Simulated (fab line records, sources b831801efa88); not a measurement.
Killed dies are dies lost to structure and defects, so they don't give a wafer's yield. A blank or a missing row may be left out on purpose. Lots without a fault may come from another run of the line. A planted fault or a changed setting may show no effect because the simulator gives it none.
One fault seen from 2 desks | flow gf180mcu | each desk has only its own numbers; what lay behind them comes last

THE METROLOGY DESK
What the gauges read, lot by lot, whatever tool the lot ran on: means of the sampled wafers that have a number. A lot is out of limits, marked OUT, if its mean lies more than 4 standard deviations from the usual mean; the brackets give that distance.
Columns: A = HV_LDD_TW at GF_HV_LDD_TW_MEAS_11, usual 2397; B = HV_LDD_RS at GF_HV_LDD_RS_MEAS_53, usual 419.8 ohm/sq; C = V3_CVD_00_THK at GF_V3_THK_MEAS_01, usual 595 nm
lot  | first seen here | A              | B               | C
L110 | day 9 20:35     | 2427           | 420.5           | 606
L111 | day 10 07:43    | 2376           | 420.5           | 596
L114 | day 11 06:40    | 2382           | 419.1           | 589
L116 | day 11 17:36    | 2153 (-11) OUT | 397.2 (-25) OUT | 601
L119 | day 12 17:02    | 2166 (-10) OUT | 398.9 (-23) OUT | 593
L126 | day 15 07:17    | 2402           | 420.2           | 592
L127 | day 15 20:11    | 2374           | 419.6           | 592
L128 | day 15 23:28    | 2371           | 419.8           | 602
L130 | day 16 09:38    | 2378           | 419.4           | 587
L131 | day 16 14:16    | 2369           | 419.7           | 601
L132 | day 16 22:18    | 2381           | 419.3           | 597
L133 | day 17 06:42    | 2388           | 421.1           | 588
This desk's finding: out of limits on L116, L119; first on L116, day 11 17:36 (HV_LDD_TW at GF_HV_LDD_TW_MEAS_11). In limits: L110, L111, L114, L126, L127, L128, L130, L131, L132, L133.

THE TOOL OWNER'S DESK: implanter-01
The tool's own readings at GF_HV_LDD_IMPLANT_09: means of the sampled wafers that have a number, for each lot that ran on this tool. A lot is out of limits, marked OUT, if its mean lies more than 4 standard deviations from the usual mean; the brackets give that distance.
Columns: A = tilt_deg at GF_HV_LDD_IMPLANT_09, usual 6.998 degrees
lot  | first seen here | A
L114 | day 11 06:27    | 7.000
L116 | day 11 17:23    | 0.003 (-99 or more) OUT
L119 | day 12 16:45    | 0.013 (-99 or more) OUT
L126 | day 15 07:03    | 6.978
L128 | day 15 23:13    | 7.011
L130 | day 16 09:24    | 6.997
This desk's finding: out of limits on L116, L119; first on L116, day 11 17:23 (tilt_deg at GF_HV_LDD_IMPLANT_09). In limits: L114, L126, L128, L130.

PUT TOGETHER
The tool owner's desk could have raised an alarm at day 11 17:23, on L116, L119.
The metrology desk could have raised an alarm at day 11 17:36, on L116, L119.
Of the lots named, all ran GF_HV_LDD_IMPLANT_09 on implanter-01.

WHAT THE SIMULATOR HAD PUT IN
Process parameter drift: implanter-01, from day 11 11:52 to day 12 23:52, at GF_HV_LDD_IMPLANT_09. Setting tilt_deg, moved by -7, from 7. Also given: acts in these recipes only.
Lots struck among those shown: L116, L119.
Hours from the fault's start to each desk's first reading out of limits: the tool owner's desk, 6; the metrology desk, 6.
